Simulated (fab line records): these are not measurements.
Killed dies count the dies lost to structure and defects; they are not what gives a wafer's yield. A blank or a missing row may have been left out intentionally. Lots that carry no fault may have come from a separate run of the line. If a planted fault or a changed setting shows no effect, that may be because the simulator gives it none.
2 desks looking at one fault ; flow gf180mcu ; what lay behind the numbers comes last; until then each desk has only its own

TOOL OWNER'S DESK, implanter-04
The tool's own readings at GF_NWELL_IMPLANT_09, given as means over the sampled wafers that have a number, one for each lot that went through this tool. Any lot whose mean is over 4 standard deviations away from the usual mean is out of limits and marked OUT; that distance is given in the brackets.
Columns: A = dose-ions-cm2 at GF_NWELL_IMPLANT_09, usual 4e+12
lot;first seen here;A
L776;day 5 02:53;4e+12
L777;day 5 07:41;4e+12
L778;day 5 15:05;4e+12
L782;day 6 14:53;4e+12
L785;day 7 06:24;4e+12 (+56) OUT
L788;day 7 20:38;4e+12 (+57) OUT
Finding of this desk: L785, L788 out of limits; the first was L785 at day 7 06:24, on dose-ions-cm2 at GF_NWELL_IMPLANT_09. L776, L777, L778, L782: within limits.

FROM THE METROLOGY DESK
Lot by lot, what the gauges showed, no matter which tool ran the lot: averages of those sampled wafers that carry a number. Any lot whose mean is over 4 standard deviations away from the usual mean is out of limits and marked OUT; that distance is given in the brackets.
Columns: A = CONTACT_CVD_00_THK at GF_CONTACT_THK_MEAS_01, usual 305 nm
lot;first seen here;A
L770;day 15 23:25;305
L774;day 17 09:32;308
L775;day 17 17:03;301
L776;day 18 02:27;305
L777;day 18 07:04;304
L778;day 18 21:59;307
L779;day 19 04:12;304
L780;day 19 14:20;306
L781;day 19 21:09;310
L782;day 20 13:11;304
L785;day 21 07:50;306
L788;day 22 07:52;303
L791;day 23 09:01;302
This desk found nothing out of limits on any of the 13 lots.

TAKEN TOGETHER
An alarm could have come from the tool owner's desk at day 7 06:24, on L785, L788.
At the metrology desk, nothing out of limits was observed.
The metrology desk holds a record of L785, L788, inside its limits.
GF_NWELL_IMPLANT_09 was run on implanter-04 by each of the lots named.

WHAT THE SIMULATOR PUT IN
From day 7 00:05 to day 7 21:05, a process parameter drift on implanter-04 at GF_NWELL_IMPLANT_09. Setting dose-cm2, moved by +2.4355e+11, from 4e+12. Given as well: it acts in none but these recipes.
Struck lots among those shown: L785, L788.
Delay in hours, fault start to first out-of-limits reading, by desk: the tool owner's desk at 6.
